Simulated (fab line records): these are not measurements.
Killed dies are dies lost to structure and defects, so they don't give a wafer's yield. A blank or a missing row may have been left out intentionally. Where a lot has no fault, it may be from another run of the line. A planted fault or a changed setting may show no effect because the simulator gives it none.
2 desks, one fault    flow gf180mcu    only its own numbers are on each desk; what lay behind them is given at the end

== METROLOGY DESK ==
What the gauges read, lot by lot, whatever tool the lot ran on: means of the sampled wafers that have a number. The brackets show how far a lot's mean lies from the usual mean; more than 4 standard deviations puts the lot out of limits, marked OUT.
Columns: A = V3_W_RS at GF_V3_RS_MEAS_24, usual 0.326 ohm/sq; B = V3_W_THK at GF_V3_THK_MEAS_25, usual 358 nm
lot   first seen here  A      B
L197  day 22 15:19     0.326  354
L200  day 23 17:24     0.323  363
L201  day 24 10:08     0.329  352
L211  day 27 16:11     0.332  345
L213  day 27 21:38     0.319  373
L215  day 28 07:52     0.329  359
This desk's verdict: no lot among the 6 shows anything out of limits.

== TOOL OWNER'S DESK, pvdSputter-04 ==
The tool's own readings at GF_M4_SPUTTER_01 (material TiN, target thk 30 nm, time 25 s): means of the sampled wafers that have a number, for each lot that ran on this tool. The brackets show how far a lot's mean lies from the usual mean; more than 4 standard deviations puts the lot out of limits, marked OUT.
Columns: A = cathodeDcPowerW at GF_M4_SPUTTER_01, usual 6500.0 W; B = throttleValvePct at GF_M4_SPUTTER_01, usual 30.0 %
lot   first seen here  A                         B
L197  day 22 15:51     6500.3                    30.3
L200  day 23 17:59     6853.1 (+99 or more) OUT  30.0
L201  day 24 10:43     6850.9 (+99 or more) OUT  29.8
L211  day 27 16:46     6499.9                    29.4
This desk finds L200, L201 out of limits, L200 being first, at day 23 17:59 (cathodeDcPowerW at GF_M4_SPUTTER_01). Within limits: L197, L211.

== PUT TOGETHER ==
An alarm could have come from the tool owner's desk at day 23 17:59, on L200, L201.
The metrology desk saw nothing out of limits.
The metrology desk has L200, L201 on record, within its limits.
Of the lots named, all ran GF_M4_SPUTTER_01 on pvdSputter-04.

== WHAT THE SIMULATOR HAD INSERTED ==
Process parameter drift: pvdSputter-04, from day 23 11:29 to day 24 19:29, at GF_M4_SPUTTER_01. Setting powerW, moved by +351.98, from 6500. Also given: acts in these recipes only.
Lots struck among those shown: L200, L201.
How many hours passed from the start of the fault until each desk's first out-of-limits reading: the tool owner's desk, 6.
